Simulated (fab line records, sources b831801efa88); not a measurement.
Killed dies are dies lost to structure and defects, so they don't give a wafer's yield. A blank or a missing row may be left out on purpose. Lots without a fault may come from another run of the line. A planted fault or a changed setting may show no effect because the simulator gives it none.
Which tool did it? | flow gf180mcu | 24 lots, 72 wafers sampled, at 6 steps of a route of 602

WHAT THE GAUGES READ, wafer by wafer
GF_V2_RS_MEAS_24: measures by four-point-probe. Usual: V2_W_RS 0.328 ohm/sq, standard deviation 0.0034.
lot  | measured     | on            | V2_W_RS (ohm/sq)  | flag
L074 | day 20 03:47 | film_metro-01 | 0.330 0.324 0.326 |
L075 | day 20 09:28 | film_metro-04 | 0.332 0.336 0.334 |
L076 | day 20 19:25 | film_metro-01 | 0.324 0.329 0.326 |
L077 | day 21 01:55 | film_metro-03 | 0.330 0.328 0.329 |
L078 | day 21 15:38 | film_metro-03 | 0.332 0.331 0.332 |
L079 | day 21 23:13 | film_metro-04 | 0.329 0.327 0.327 |
L080 | day 22 11:22 | film_metro-01 | 0.329 0.332 0.325 |
L081 | day 23 02:49 | film_metro-04 | 0.330 0.330 0.328 |
L082 | day 23 03:47 | film_metro-03 | 0.334 0.329 0.328 |
L083 | day 23 18:27 | film_metro-01 | 0.334 0.336 0.333 |
L084 | day 24 01:14 | film_metro-03 | 0.323 0.324 0.329 |
L085 | day 24 09:43 | film_metro-03 | 0.328 0.329 0.335 |
L086 | day 24 19:28 | film_metro-04 | 0.321 0.323 0.324 |
L087 | day 24 20:32 | film_metro-04 | 0.327 0.331 0.326 |
L088 | day 25 06:13 | film_metro-04 | 0.320 0.328 0.323 |
L089 | day 25 13:23 | film_metro-01 | 0.325 0.328 0.324 |
L090 | day 25 21:45 | film_metro-01 | 0.329 0.327 0.327 |
L091 | day 26 04:32 | film_metro-01 | 0.329 0.332 0.329 |
L092 | day 26 06:50 | film_metro-01 | 0.331 0.328 0.334 |
L093 | day 26 22:36 | film_metro-03 | 0.329 0.325 0.327 |
L094 | day 27 03:09 | film_metro-04 | 0.329 0.327 0.325 |
L095 | day 27 16:17 | film_metro-03 | 0.330 0.330 0.328 |
L096 | day 28 01:41 | film_metro-04 | 0.324 0.323 0.323 |
L097 | day 28 03:04 | film_metro-01 | 0.333 0.329 0.328 |

GF_V4_THK_MEAS_01. Usual: V4_CVD_00_THK 602 nm, standard deviation 6.5.
lot  | measured     | on            | V4_CVD_00_THK (nm) | flag
L074 | day 23 06:19 | film_metro-01 | 614 599 603        |
L075 | day 23 11:51 | film_metro-03 | 604 600 609        |
L076 | day 23 22:16 | film_metro-04 | 610 614 616        |
L077 | day 24 04:07 | film_metro-01 | 617 609 607        |
L078 | day 24 15:48 | film_metro-01 | 599 612 611        |
L079 | day 25 00:15 | film_metro-01 | 594 601 594        |
L080 | day 25 11:05 | film_metro-04 | 593 605 597        |
L081 | day 26 01:17 | film_metro-01 | 613 609 598        |
L082 | day 26 01:29 | film_metro-01 | 599 602 594        |
L083 | day 26 16:37 | film_metro-01 | 596 601 603        |
L084 | day 26 22:52 | film_metro-01 | 604 603 605        |
L085 | day 27 06:49 | film_metro-04 | 610 600 602        |
L086 | day 27 13:37 | film_metro-04 | 597 603 606        |
L087 | day 27 14:58 | film_metro-04 | 612 610 613        |
L088 | day 28 00:23 | film_metro-04 | 605 601 605        |
L089 | day 28 07:31 | film_metro-04 | 600 600 596        |
L090 | day 28 13:43 | film_metro-01 | 588 598 590        |
L091 | day 28 20:10 | film_metro-04 | 594 597 597        |
L092 | day 28 21:52 | film_metro-04 | 603 601 599        |
L093 | day 29 13:44 | film_metro-03 | 598 604 603        |
L094 | day 29 17:47 | film_metro-04 | 598 593 594        |
L095 | day 30 04:53 | film_metro-04 | 600 598 600        |
L096 | day 30 14:20 | film_metro-04 | 597 605 594        |
L097 | day 30 16:11 | film_metro-03 | 594 607 602        |

WHICH TOOL RAN EACH LOT (tool, then ch and the chambers of the sampled wafers, then the start)
lot  | GF_M3_SPUTTER_00             | GF_M3_METAL_ETCH_16               | GF_V3_ETCH_16                      | GF_M4_SPUTTER_03
L074 | pvd_sputter-02, day 20 04:14 | rie_metal-03 ch 0,1, day 21 04:56 | rie_diel-01 ch 0,1, day 22 05:07   | pvd_sputter-03, day 22 06:39
L075 | pvd_sputter-03, day 20 09:54 | rie_metal-03 ch 0,1, day 21 10:05 | rie_diel-02 ch 1,2,3, day 22 10:56 | pvd_sputter-03, day 22 12:31
L076 | pvd_sputter-03, day 20 19:53 | rie_metal-04 ch 1, day 21 20:34   | rie_diel-01 ch 2,3, day 22 20:56   | pvd_sputter-01, day 22 22:29
L077 | pvd_sputter-03, day 21 02:23 | rie_metal-03 ch 0,1, day 22 02:52 | rie_diel-02 ch 0,1, day 23 03:28   | pvd_sputter-03, day 23 04:59
L078 | pvd_sputter-03, day 21 16:06 | rie_metal-04 ch 1, day 22 15:27   | rie_diel-01 ch 0,2, day 23 15:29   | pvd_sputter-02, day 23 17:01
L079 | pvd_sputter-03, day 21 23:41 | rie_metal-04 ch 0,1, day 22 23:34 | rie_diel-01 ch 0,1,3, day 23 23:25 | pvd_sputter-03, day 24 00:56
L080 | pvd_sputter-04, day 22 12:04 | rie_metal-04 ch 0,1, day 23 11:22 | rie_diel-01 ch 1,3, day 24 11:13   | pvd_sputter-01, day 24 12:48
L081 | pvd_sputter-04, day 23 03:14 | rie_metal-03 ch 0, day 24 02:20   | rie_diel-04 ch 0,1,2, day 25 01:14 | pvd_sputter-01, day 25 02:44
L082 | pvd_sputter-04, day 23 04:14 | rie_metal-01 ch 1, day 24 03:11   | rie_diel-02 ch 1,2,3, day 25 01:49 | pvd_sputter-03, day 25 03:24
L083 | pvd_sputter-02, day 23 18:55 | rie_metal-01 ch 0, day 24 17:43   | rie_diel-04 ch 0,2, day 25 17:08   | pvd_sputter-03, day 25 18:40
L084 | pvd_sputter-02, day 24 01:42 | rie_metal-03 ch 0,1, day 24 23:52 | rie_diel-01 ch 0,2, day 25 22:42   | pvd_sputter-01, day 26 01:01
L085 | pvd_sputter-04, day 24 10:11 | rie_metal-01 ch 0,1, day 25 08:12 | rie_diel-04 ch 1,2, day 26 07:05   | pvd_sputter-02, day 26 09:17
L086 | pvd_sputter-03, day 24 19:54 | rie_metal-04 ch 0,1, day 25 17:05 | rie_diel-02 ch 0,1,2, day 26 15:31 | pvd_sputter-01, day 26 17:05
L087 | pvd_sputter-02, day 24 21:00 | rie_metal-03 ch 0,1, day 25 18:18 | rie_diel-04 ch 1,2, day 26 16:23   | pvd_sputter-03, day 26 17:57
L088 | pvd_sputter-02, day 25 06:39 | rie_metal-04 ch 0,1, day 26 04:04 | rie_diel-01 ch 0,1,2, day 27 01:56 | pvd_sputter-01, day 27 03:28
L089 | pvd_sputter-02, day 25 13:51 | rie_metal-03 ch 0,1, day 26 11:00 | rie_diel-01 ch 0,2,3, day 27 08:56 | pvd_sputter-03, day 27 10:44
L090 | pvd_sputter-02, day 25 22:13 | rie_metal-01 ch 0,1, day 26 18:35 | rie_diel-04 ch 0,1,2, day 27 15:53 | pvd_sputter-01, day 27 17:25
L091 | pvd_sputter-03, day 26 04:57 | rie_metal-03 ch 0,1, day 27 01:37 | rie_diel-01 ch 0,1,2, day 27 22:38 | pvd_sputter-02, day 28 00:09
L092 | pvd_sputter-04, day 26 07:18 | rie_metal-04 ch 1, day 27 03:41   | rie_diel-04 ch 0,2,3, day 28 00:56 | pvd_sputter-02, day 28 02:27
L093 | pvd_sputter-04, day 26 23:02 | rie_metal-03 ch 0,1, day 27 18:48 | rie_diel-01 ch 0,2,3, day 28 16:11 | pvd_sputter-03, day 28 17:43
L094 | pvd_sputter-04, day 27 03:35 | rie_metal-01 ch 0,1, day 27 23:44 | rie_diel-02 ch 1,2,3, day 28 20:10 | pvd_sputter-02, day 28 21:41
L095 | pvd_sputter-04, day 27 16:44 | rie_metal-04 ch 0,1, day 28 12:29 | rie_diel-04 ch 1,2,3, day 29 08:10 | pvd_sputter-03, day 29 09:41
L096 | pvd_sputter-03, day 28 02:08 | rie_metal-01 ch 1, day 28 20:57   | rie_diel-01 ch 0,2,3, day 29 17:35 | pvd_sputter-03, day 29 19:06
L097 | pvd_sputter-03, day 28 03:33 | rie_metal-04 ch 0,1, day 28 22:38 | rie_diel-01 ch 0,1,3, day 29 19:13 | pvd_sputter-01, day 29 20:44
- GF_M3_SPUTTER_00: material Ti, target thk 37.5 nm, time 150 s.
- GF_M3_METAL_ETCH_16: etches the open film in Cl2/BCl3, stops on SiO2, target depth 750.8 nm, time 129 s.
- GF_V3_ETCH_16: etches BARC in N2/H2.
- GF_M4_SPUTTER_03: material Ti, target thk 10 nm, time 6.408 s.

WHAT THE TOOLS THEMSELVES READ (means of the sampled wafers that have a number; where no wafer has one, the mark that the record gives instead)
GF_M3_SPUTTER_00. Usual: cathode_dc_power_W 4000.0 W, standard deviation 0.78; throttle_valve_pct 30.0 %, standard deviation 0.99.
lot  | tool           | cathode_dc_power_W (W) | throttle_valve_pct (%) | flag
L074 | pvd_sputter-02 | 4000.4                 | 30.8                   |
L075 | pvd_sputter-03 | 4000.2                 | 30.8                   |
L076 | pvd_sputter-03 | 4000.0                 | 30.9                   |
L077 | pvd_sputter-03 | 4000.1                 | 29.9                   |
L078 | pvd_sputter-03 | 3999.5                 | 31.0                   |
L079 | pvd_sputter-03 | 4000.2                 | 30.0                   |
L080 | pvd_sputter-04 | 4000.7                 | 29.5                   |
L081 | pvd_sputter-04 | 4000.5                 | 29.5                   |
L082 | pvd_sputter-04 | 4000.1                 | 29.7                   |
L083 | pvd_sputter-02 | 3999.4                 | 30.7                   |
L084 | pvd_sputter-02 | 3999.7                 | 30.4                   |
L085 | pvd_sputter-04 | 3999.0                 | 30.1                   |
L086 | pvd_sputter-03 | 3999.8                 | 28.8                   |
L087 | pvd_sputter-02 | 4000.3                 | 30.4                   |
L088 | pvd_sputter-02 | 4000.4                 | 29.9                   |
L089 | pvd_sputter-02 | 4000.1                 | 30.7                   |
L090 | pvd_sputter-02 | 4000.3                 | 30.0                   |
L091 | pvd_sputter-03 | 3999.3                 | 30.9                   |
L092 | pvd_sputter-04 | 3999.9                 | 29.7                   |
L093 | pvd_sputter-04 | 4000.0                 | 29.3                   |
L094 | pvd_sputter-04 | 4000.4                 | 29.9                   |
L095 | pvd_sputter-04 | 3999.5                 | 29.1                   |
L096 | pvd_sputter-03 | 4000.8                 | 31.0                   |
L097 | pvd_sputter-03 | 3999.8                 | 28.7                   |

GF_M3_METAL_ETCH_16. Usual: drypump_motor_current_A 5.8 A, standard deviation 0.59; oes_product_au 0.987 a.u., standard deviation 0.006; throttle_valve_pct 28.232 %, standard deviation 0.0095.
lot  | tool         | drypump_motor_current_A (A) | oes_product_au (a.u.) | throttle_valve_pct (%) | flag
L074 | rie_metal-03 | 6.3                         | 0.991                 | 28.224                 |
L075 | rie_metal-03 | 6.4                         | 0.994                 | 28.229                 |
L076 | rie_metal-04 | 5.9                         | 0.992                 | 28.232                 |
L077 | rie_metal-03 | 6.1                         | 0.993                 | 28.231                 |
L078 | rie_metal-04 | 5.9                         | 0.984                 | 28.234                 |
L079 | rie_metal-04 | 6.0                         | 0.984                 | 28.237                 |
L080 | rie_metal-04 | 6.0                         | 0.986                 | 28.239                 |
L081 | rie_metal-03 | 6.0                         | 0.981                 | 28.240                 |
L082 | rie_metal-01 | 4.7                         | 0.992                 | 28.237                 |
L083 | rie_metal-01 | 5.1                         | 0.995                 | 28.229                 |
L084 | rie_metal-03 | 6.3                         | 0.988                 | 28.230                 |
L085 | rie_metal-01 | 4.8                         | 0.993                 | 28.231                 |
L086 | rie_metal-04 | 6.0                         | 0.988                 | 28.241                 |
L087 | rie_metal-03 | 6.2                         | 0.985                 | 28.233                 |
L088 | rie_metal-04 | 6.0                         | 0.988                 | 28.225                 |
L089 | rie_metal-03 | 6.3                         | 0.990                 | 28.230                 |
L090 | rie_metal-01 | 4.8                         | 0.990                 | 28.226                 |
L091 | rie_metal-03 | 6.2                         | 0.986                 | 28.232                 |
L092 | rie_metal-04 | 5.9                         | 0.983                 | 28.234                 |
L093 | rie_metal-03 | 6.1                         | 0.990                 | 28.228                 |
L094 | rie_metal-01 | 4.9                         | 0.988                 | 28.233                 |
L095 | rie_metal-04 | 6.0                         | 0.983                 | 28.236                 |
L096 | rie_metal-01 | 4.7                         | 0.986                 | 28.233                 |
L097 | rie_metal-04 | 6.0                         | 0.982                 | 28.232                 |

GF_V3_ETCH_16. Usual: drypump_motor_current_A 5.7 A, standard deviation 0.35; h2_flow_sccm 200.0 sccm, standard deviation 0.52; n2_flow_sccm 100.0 sccm, standard deviation 0.3; oes_product_au 0.853 a.u., standard deviation 0.0049; rf_fwd_power_W 495.3 W, standard deviation 1.6; throttle_valve_pct 13.224 %, standard deviation 0.0087.
lot  | tool        | drypump_motor_current_A (A) | h2_flow_sccm (sccm) | n2_flow_sccm (sccm) | oes_product_au (a.u.) | rf_fwd_power_W (W) | throttle_valve_pct (%) | flag
L074 | rie_diel-01 | 5.4                         | 199.7               | 100.1               | 0.853                 | 493.7              | 13.229                 |
L075 | rie_diel-02 | 5.5                         | 200.0               | 99.6                | 0.848                 | 494.7              | 13.223                 |
L076 | rie_diel-01 | 6.0                         | 199.6               | 99.8                | 0.855                 | 493.5              | 13.221                 |
L077 | rie_diel-02 | 5.5                         | 200.1               | 99.8                | 0.854                 | 496.6              | 13.222                 |
L078 | rie_diel-01 | 5.8                         | 199.3               | 99.6                | 0.848                 | 495.0              | 13.225                 |
L079 | rie_diel-01 | 5.4                         | 199.7               | 100.0               | 0.858                 | 494.2              | 13.226                 |
L080 | rie_diel-01 | 5.4                         | 200.2               | 100.0               | 0.852                 | 494.8              | 13.233                 |
L081 | rie_diel-04 | 6.0                         | 199.9               | 100.1               | 0.848                 | 496.7              | 13.215                 |
L082 | rie_diel-02 | 5.5                         | 200.3               | 100.0               | 0.852                 | 496.5              | 13.224                 |
L083 | rie_diel-04 | 6.0                         | 200.5               | 99.8                | 0.848                 | 493.9              | 13.218                 |
L084 | rie_diel-01 | 6.0                         | 200.3               | 99.8                | 0.855                 | 494.2              | 13.231                 |
L085 | rie_diel-04 | 6.1                         | 199.8               | 99.7                | 0.857                 | 497.0              | 13.223                 |
L086 | rie_diel-02 | 5.5                         | 200.0               | 100.0               | 0.857                 | 494.5              | 13.227                 |
L087 | rie_diel-04 | 6.1                         | 200.1               | 100.1               | 0.858                 | 495.7              | 13.234                 |
L088 | rie_diel-01 | 5.7                         | 200.0               | 100.2               | 0.853                 | 495.4              | 13.231                 |
L089 | rie_diel-01 | 5.7                         | 199.9               | 100.2               | 0.858                 | 496.0              | 13.225                 |
L090 | rie_diel-04 | 6.0                         | 200.5               | 99.8                | 0.849                 | 494.8              | 13.222                 |
L091 | rie_diel-01 | 5.8                         | 199.9               | 99.7                | 0.857                 | 494.8              | 13.215                 |
L092 | rie_diel-04 | 5.9                         | 199.5               | 99.9                | 0.853                 | 496.5              | 13.223                 |
L093 | rie_diel-01 | 5.7                         | 200.1               | 100.0               | 0.857                 | 495.4              | 13.219                 |
L094 | rie_diel-02 | 5.5                         | 200.1               | 100.1               | 0.852                 | 497.1              | 13.214                 |
L095 | rie_diel-04 | 6.0                         | 200.3               | 100.2               | 0.853                 | 496.5              | 13.224                 |
L096 | rie_diel-01 | 5.7                         | 199.8               | 100.1               | 0.853                 | 493.9              | 13.222                 |
L097 | rie_diel-01 | 5.4                         | 200.3               | 99.9                | 0.857                 | 496.2              | 13.224                 |

GF_M4_SPUTTER_03. Usual: cathode_dc_power_W 3000.0 W, standard deviation 0.6; throttle_valve_pct 30.1 %, standard deviation 1.2.
lot  | tool           | cathode_dc_power_W (W) | throttle_valve_pct (%) | flag
L074 | pvd_sputter-03 | 2999.8                 | 29.8                   |
L075 | pvd_sputter-03 | 2999.2                 | 28.7                   |
L076 | pvd_sputter-01 | 2999.9                 | 30.2                   |
L077 | pvd_sputter-03 | 2999.7                 | 28.8                   |
L078 | pvd_sputter-02 | 3000.3                 | 30.3                   |
L079 | pvd_sputter-03 | 3000.1                 | 29.7                   |
L080 | pvd_sputter-01 | 3000.0                 | 29.8                   |
L081 | pvd_sputter-01 | 2999.9                 | 30.3                   |
L082 | pvd_sputter-03 | 2999.6                 | 30.8                   |
L083 | pvd_sputter-03 | 3000.5                 | 29.9                   |
L084 | pvd_sputter-01 | 2999.9                 | 29.5                   |
L085 | pvd_sputter-02 | 2999.7                 | 30.4                   |
L086 | pvd_sputter-01 | 2999.9                 | 30.6                   |
L087 | pvd_sputter-03 | 3000.0                 | 29.6                   |
L088 | pvd_sputter-01 | 2999.6                 | 28.6                   |
L089 | pvd_sputter-03 | 3000.0                 | 30.9                   |
L090 | pvd_sputter-01 | 3000.4                 | 29.4                   |
L091 | pvd_sputter-02 | 3000.3                 | 30.1                   |
L092 | pvd_sputter-02 | 3000.3                 | 30.4                   |
L093 | pvd_sputter-03 | 3000.1                 | 29.8                   |
L094 | pvd_sputter-02 | 2999.6                 | 30.1                   |
L095 | pvd_sputter-03 | 2999.5                 | 29.7                   |
L096 | pvd_sputter-03 | 3000.2                 | 30.8                   |
L097 | pvd_sputter-01 | 3000.4                 | 29.4                   |

THE ANSWER, worked out from the rows above alone
Rule: a lot is off if the mean of its wafers that have a number lies more than 3 standard deviations from the usual mean. A lot without any number at a reading at which 4 lots or more have one is off too. The other lots that the step has rows for count as sound. The gauges are gone through in route order, then the tools' own readings, and for those a lot's mean is taken as printed above. The first step at which some lot is off is used, and at that step the reading that is off furthest; a lot without a number counts as furthest.
No lot is off at any reading shown: from this, nothing can be told.

WHAT THE SIMULATOR HAD PUT IN
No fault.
